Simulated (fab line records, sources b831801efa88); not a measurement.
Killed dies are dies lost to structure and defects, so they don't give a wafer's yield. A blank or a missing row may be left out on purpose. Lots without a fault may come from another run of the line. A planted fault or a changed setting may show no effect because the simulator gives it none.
A struck lot beside a sound one | flow sky130 | 23 steps out of a route of 708
Sound: wafers L311.2, L311.3, L311.5. Struck: wafers L324.3, L324.4, L324.5. The cause comes at the end.
At each step with rows: each side's tool, then ch and its chambers, then its first start. Under that, the readings that differ: sound wafers | struck wafers | difference of the means | sigmas: that difference in standard deviations of wafers without a fault.
alike: readings whose means differ by less than 2 such deviations, and words and numbers that are the same on both sides. not compared: withheld readings, readings that some wafer has no value for, bounds like >300 that may hide the same value, and numbers for which the record gives no deviation and whose values overlap.
The two part at a step that has a row with sigmas, a row that says differs or no value, or rows on one side only. Numbers that don't overlap but have no deviation are shown without sigmas and don't part them. A reading that every wafer of one side lacks parts them only if that side has two wafers or more.

first, 6 steps without rows for these wafers: SKY_METAL5_HMDS_08 (prime time 60 s); SKY_METAL5_COAT_09 (resist thk 1800 nm); SKY_METAL5_SOFTBAKE_10 (time 60 s); SKY_METAL5_EXPOSE_11 (exposes mask MM5, target cd 1600 nm); SKY_METAL5_PEB_12; SKY_METAL5_DEVELOP_13 (develop time 60 s).
SKY_METAL5_DESCUM_14: chemistry O2, time 11 s.
  sound on rie_metal-02 ch 0,1, day 44 22:21; struck on rie_metal-01 ch 0,1, day 48 05:07
  alike: chamber_pressure_mTorr, drypump_motor_current_A, he_backside_leak_sccm, oes_product_au
  not compared: rf_hours_counter_h
SKY_METAL5_METAL_ETCH_15: etches the open film in Cl2/BCl3, stops on SiO2, target depth 1260 nm, time 252 s.
  sound on rie_metal-02 ch 0,1, day 44 22:23; struck on rie_metal-01 ch 0,1, day 48 05:13
  alike: chamber_pressure_mTorr, drypump_motor_current_A, he_backside_leak_sccm, oes_product_au, throttle_valve_pct
  not compared: rf_hours_counter_h
SKY_METAL5_STRIP_16: strips in O2/N2.
  sound on plasma_asher-01 ch 0, day 44 22:37; struck on plasma_asher-01 ch 0,1, day 48 05:24
  alike: chamber_pressure_mTorr, drypump_motor_current_A, oes_product_au, strip_time_to_endpoint_s
  not compared: rf_hours_counter_h
then, 3 steps without rows for these wafers: SKY_METAL5_STRIP_17 (strips in post etch residue remover, time 1200 s); SKY_METAL5_CLEAN_18 (cleans in IPA, time 180 s); SKY_METAL5_CLEAN_19 (cleans in O3/DIW).
SKY_PASSIVATION_CVD_00: deposits SiO2, target thk 90 nm.
  sound on pecvd-02 ch 0,1,2, day 44 23:13; struck on pecvd-02 ch 0,2, day 48 06:05
  no value came back on the struck wafers for heater_power_outer_w (W), heater_power_w (W); on the sound wafers heater_power_outer_w (W) reads 554 354 453
SKY_PASSIVATION_CVD_02: deposits Si3N4, target thk 540 nm.
  sound on pecvd-03 ch 0,2, day 44 23:17; struck on pecvd-03 ch 1,2, day 48 06:10
  alike: heater_power_outer_w, heater_power_w
then, 7 steps without rows for these wafers: SKY_PASSIVATION_DEHYDRATE_04 (time 60 s); SKY_PASSIVATION_HMDS_05 (prime time 60 s); SKY_PASSIVATION_COAT_06 (resist thk 3000 nm); SKY_PASSIVATION_SOFTBAKE_07; SKY_PASSIVATION_EXPOSE_08 (exposes mask NSM, target cd 3000 nm); SKY_PASSIVATION_PEB_09; SKY_PASSIVATION_DEVELOP_10 (develop time 60 s).
SKY_PASSIVATION_ETCH_11: etches the open film in CF4/O2, stops on AlCu, target depth 725 nm, time 161.1 s.
  sound on rie_diel-03 ch 1,2, day 45 19:56; struck on rie_diel-01 ch 0,2, day 49 00:11
  reading                                 | sound             | struck            | difference | sigmas
  oes_product_au (a.u.)                   | 0.979 0.971 0.984 | 0.993 1.000 0.993 | +0.017     | +3
  model.PASSIVATION.feature_depth_nm (nm) | 699.8 700.6 708.9 | 725 725 725       | +22        |
  model.etch.depth_nm (nm)                | 699.8 700.6 708.9 | 725 725 725       | +22        |
  alike: chamber_pressure_mTorr, drypump_motor_current_A, throttle_valve_pct
  not compared: rf_hours_counter_h
SKY_PASSIVATION_STRIP_12: strips in O2/N2.
  sound on plasma_asher-04 ch 0,1, day 45 20:02; struck on plasma_asher-01 ch 0,1, day 49 00:19
  alike: chamber_pressure_mTorr, drypump_motor_current_A, oes_product_au, strip_time_to_endpoint_s
  not compared: rf_hours_counter_h

WHERE THEY PART
First at SKY_PASSIVATION_CVD_00; last, within this record, at SKY_PASSIVATION_ETCH_11. Later steps at which nothing parts them and some readings are alike: SKY_PASSIVATION_STRIP_12.

WHY: what the simulator had put in
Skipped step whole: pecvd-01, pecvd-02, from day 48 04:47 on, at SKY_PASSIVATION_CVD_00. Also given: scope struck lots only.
